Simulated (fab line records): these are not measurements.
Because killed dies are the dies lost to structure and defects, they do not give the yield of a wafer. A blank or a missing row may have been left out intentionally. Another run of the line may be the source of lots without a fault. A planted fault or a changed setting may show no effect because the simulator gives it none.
Chamber matching :: flow gf180mcu :: GF_POLY_GATE_ETCH_12 on rie_diel-02 has 4 sister chambers
The step etches BARC in N2/H2. 8 wafers are shown with their chamber, then 7 later ones without.

## WAFERS WITH THEIR CHAMBER
wafer: L801.3
chamber: 2
drypump_motor_current_A (A): 5.2
oes_product_au (a.u.): 0.742

wafer: L804.1
chamber: 0
drypump_motor_current_A (A): 4.9
oes_product_au (a.u.): 0.745

wafer: L804.6
chamber: 1
drypump_motor_current_A (A): 5.9
oes_product_au (a.u.): 0.735

wafer: L805.1
chamber: 0
drypump_motor_current_A (A): 4.8
oes_product_au (a.u.): 0.734

wafer: L805.3
chamber: 1
drypump_motor_current_A (A): 5.9
oes_product_au (a.u.): 0.737

wafer: L805.6
chamber: 3
drypump_motor_current_A (A): 5.9
oes_product_au (a.u.): 0.729

wafer: L806.2
chamber: 2
drypump_motor_current_A (A): 5.3
oes_product_au (a.u.): 0.736

wafer: L806.3
chamber: 3
drypump_motor_current_A (A): 5.9
oes_product_au (a.u.): 0.739

## WAFERS WHOSE CHAMBER IS MISSING
wafer: L806.6
drypump_motor_current_A (A): 5.9
oes_product_au (a.u.): 0.733

wafer: L810.1
drypump_motor_current_A (A): 5.9
oes_product_au (a.u.): 0.734

wafer: L810.2
drypump_motor_current_A (A): 4.8
oes_product_au (a.u.): 0.733

wafer: L810.3
drypump_motor_current_A (A): 5.2
oes_product_au (a.u.): 0.738

wafer: L812.1
drypump_motor_current_A (A): 5.2
oes_product_au (a.u.): 0.738

wafer: L812.2
drypump_motor_current_A (A): 4.8
oes_product_au (a.u.): 0.736

wafer: L812.4
drypump_motor_current_A (A): 5.9
oes_product_au (a.u.): 0.740

## WHICH CHAMBER EACH WENT THROUGH
wafer: L806.6
from the rows above: can't be placed: 3 or 1
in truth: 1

wafer: L810.1
from the rows above: can't be placed: 3 or 1
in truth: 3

wafer: L810.2
from the rows above: 0
in truth: 0

wafer: L810.3
from the rows above: 2
in truth: 2

wafer: L812.1
from the rows above: 2
in truth: 2

wafer: L812.2
from the rows above: 0
in truth: 0

wafer: L812.4
from the rows above: can't be placed: 1 or 3
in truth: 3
4 of 7 placed correctly. Can't be placed from these rows: 3 (the true chamber is among the candidates in 3). Number placed wrongly: 0.
How it was worked out, from the rows above alone: a wafer's distance from a chamber is the root of the sum, over the readings, of the square of ((its reading less the chamber's mean) divided by the reading's scatter). If the next closest chamber is less than 2 further off than the closest, the wafer can't be placed; otherwise it belongs to the closest. A chamber's mean is the mean of its shown wafers. How the scatter is found: for the shown wafers, subtract from each reading the mean of its chamber, square and add these, divide the total by (wafers less chambers), then take the root.
